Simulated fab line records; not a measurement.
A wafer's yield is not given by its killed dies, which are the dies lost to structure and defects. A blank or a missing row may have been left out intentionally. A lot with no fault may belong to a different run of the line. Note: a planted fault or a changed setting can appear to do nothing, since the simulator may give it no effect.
Struck lot and sound lot, side by side ; flow sky130 ; 43 out of 708 route steps
Sound: the wafers L550.1, L550.4, L550.5. Wafers struck: L567.3, L567.4, L567.5. Last of all comes the cause.
At each step with rows: each side's tool, then ch and its chambers, then its first start. Under that, the readings that differ: sound wafers ; struck wafers ; difference of the means ; sigmas: that difference in standard deviations of wafers without a fault.
alike: readings with means less than 2 such deviations apart, plus words and numbers identical on both sides. not compared: withheld readings, readings lacking a value on some wafer, bounds such as >300 that could conceal the same value, and numbers that have no deviation in the record and whose values overlap.
The two part at a step that has a row with sigmas, a row that says differs or no value, or rows on one side only. Numbers that don't overlap but have no deviation are shown without sigmas and don't part them. A reading missing from all wafers of one side parts the sides only when that side holds two or more wafers.

first, 7 steps without rows for these wafers: SKY_SONOS_ONO_DEHYDRATE_06 (time 60 s); SKY_SONOS_ONO_HMDS_07 (prime time 60 s); SKY_SONOS_ONO_COAT_08 (resist thk 1140 nm); SKY_SONOS_ONO_SOFTBAKE_09 (time 60 s); SKY_SONOS_ONO_EXPOSE_10 (exposes mask ONOM, target cd 410 nm); SKY_SONOS_ONO_PEB_11; SKY_SONOS_ONO_DEVELOP_12 (develop time 60 s).
SKY_SONOS_ONO_CD_MEAS_13: the cd target is 410 nm.
  sound: cd_sem-01 at day 13 06:43; struck: cd_sem-01 at day 19 00:17
  alike: cd_nm
SKY_SONOS_ONO_OVL_MEAS_14:
  sound: overlay-02 at day 13 06:50; struck: overlay-02 at day 19 00:23
  alike: SONOS_ONO_OVL
SKY_SONOS_ONO_ETCH_15: etches the open film in CHF3/O2, target depth 19.52 nm, time 7.8 s.
  sound on rie_diel-04 ch 1,2,3, day 13 06:53; struck on rie_diel-02 ch 0,1,3, day 19 00:25
  alike: drypump_motor_current_A, oes_product_au, rf_fwd_power_W, throttle_valve_pct
  not compared: rf_hours_counter_h
then, 1 step without rows for these wafers: SKY_SONOS_ONO_WET_ETCH_16 (etches SiO2 in dHF, target depth 14 nm, time 280 s).
SKY_SONOS_ONO_STRIP_17: strips in O2/N2.
  sound on plasma_asher-01 ch 0,1, day 13 06:59; struck on plasma_asher-01 ch 0,1, day 19 00:33
reading;sound;struck;difference;sigmas
oes_product_au (a.u.);0.716 0.716 0.710;0.702 0.701 0.709;-0.010;-2
  alike: drypump_motor_current_A, strip_time_to_endpoint_s
  not compared: rf_hours_counter_h
SKY_SONOS_ONO_WET_ETCH_18: etches Si3N4 in H3PO4, target depth 15 nm, time 172 s.
  sound on wet_bench-01 ch 0, day 13 07:05; struck on wet_bench-03 ch 1, day 19 00:37
then, 2 steps without rows for these wafers: SKY_GATE_OXIDE_CLEAN_00 (cleans in SC1/SC2, time 150 s); SKY_GATE_OXIDE_OXIDATION_01 (stabilise 600 s, purge 300 s, target thk 10.268 nm).
SKY_GATE_OXIDE_THK_MEAS_02:
  sound: film_metro-04 at day 13 09:40; struck: film_metro-04 at day 19 02:10
reading;sound;struck;difference;sigmas
GATE_OXIDE_OXIDATION_00_THK (nm);10.58 10.43 10.53;9.81 9.81 9.92;-0.67;-3
then, 7 steps without rows for these wafers: SKY_GATE_OXIDE_DEHYDRATE_03 (time 60 s); SKY_GATE_OXIDE_HMDS_04 (prime time 60 s); SKY_GATE_OXIDE_COAT_05 (resist thk 1140 nm); SKY_GATE_OXIDE_SOFTBAKE_06 (time 60 s); SKY_GATE_OXIDE_EXPOSE_07 (exposes mask LVOM, target cd 600 nm); SKY_GATE_OXIDE_PEB_08; SKY_GATE_OXIDE_DEVELOP_09 (develop time 60 s).
SKY_GATE_OXIDE_OVL_MEAS_10:
  sound: overlay-02 at day 14 11:49; struck: overlay-01 at day 20 09:26
  alike: GATE_OXIDE_OVL
then, 2 steps without rows for these wafers: SKY_GATE_OXIDE_IMPLANT_11; SKY_GATE_OXIDE_WET_ETCH_12 (etches SiO2 in dHF, target depth 16.8 nm, time 336 s).
SKY_GATE_OXIDE_STRIP_13: strips in O2/N2.
  sound on plasma_asher-04 ch 0,1, day 14 12:07; struck on plasma_asher-04 ch 0,1, day 20 09:46
  alike: drypump_motor_current_A, oes_product_au, strip_time_to_endpoint_s
  not compared: rf_hours_counter_h
SKY_GATE_OXIDE_TW_MEAS_14:
  sound: film_metro-03 at day 14 12:13; struck: film_metro-04 at day 20 09:51
  alike: GATE_OXIDE_TW
then, 3 steps without rows for these wafers: SKY_GATE_OXIDE_CLEAN_15 (cleans in SC1/SC2, time 150 s); SKY_GATE_OXIDE_OXIDATION_16 (stabilise 600 s, purge 300 s, target thk 3.57 nm); SKY_POLY_GATE_CVD_00 (deposits poly-Si, target thk 180 nm, time 720 s).
SKY_POLY_GATE_THK_MEAS_01:
  sound: film_metro-03 at day 14 16:19; struck: film_metro-03 at day 20 12:54
  alike: POLY_GATE_CVD_00_THK
then, 8 steps without rows for these wafers: SKY_RES_PROTECT_DEHYDRATE_00 (time 60 s); SKY_RES_PROTECT_HMDS_01 (prime time 60 s); SKY_RES_PROTECT_COAT_02 (resist thk 1140 nm); SKY_RES_PROTECT_SOFTBAKE_03 (time 60 s); SKY_RES_PROTECT_EXPOSE_04 (exposes mask RPM, target cd 1270 nm); SKY_RES_PROTECT_PEB_05; SKY_RES_PROTECT_DEVELOP_06 (develop time 60 s); SKY_POLY_GATE_IMPLANT_02.
SKY_RES_PROTECT_STRIP_07: strips in O2/N2.
  sound on plasma_asher-01 ch 0,1, day 15 18:26; struck on plasma_asher-01 ch 0,1, day 21 19:28
reading;sound;struck;difference;sigmas
strip_time_to_endpoint_s (s);23.22 23.14 23.16;23.33 23.31 23.27;+0.13;+2
  alike: drypump_motor_current_A, oes_product_au
  not compared: rf_hours_counter_h
SKY_RES_PROTECT_TW_MEAS_08:
  sound: film_metro-03 at day 15 18:32; struck: film_metro-03 at day 21 19:32
  alike: POLY_GATE_TW
-- here the record skips 28 days between the struck wafers' starts before and after, leaving off in module RES_PROTECT and picking up in module PAD_OPEN (first step shown: number 708 of the route) --
SKY_PAD_OPEN_PROBE_99:
  sound: prober-02 at day 46 14:10; struck: prober-02 at day 50 03:56
reading;sound;struck;difference;sigmas
hold;- - -;await_dispo/1.1h/release await_dispo/1.1h/release await_dispo/1.1h/release;no value on the sound wafers;
killed_at_front_end;17 11 12;48 31 37;+25;+6
killed_dies;88 72 103;124 115 108;+28;+3
killed_on_rim;14 13 21;36 29 27;+15;+4
  alike: killed_at_M0_to_M3, killed_at_M4_up, killed_at_contacts, killed_at_other, killed_open, killed_short

WHERE THEY PART
Last at SKY_PAD_OPEN_PROBE_99 as far as this record goes, first at SKY_SONOS_ONO_STRIP_17.

WHY: what had been put in by the simulator
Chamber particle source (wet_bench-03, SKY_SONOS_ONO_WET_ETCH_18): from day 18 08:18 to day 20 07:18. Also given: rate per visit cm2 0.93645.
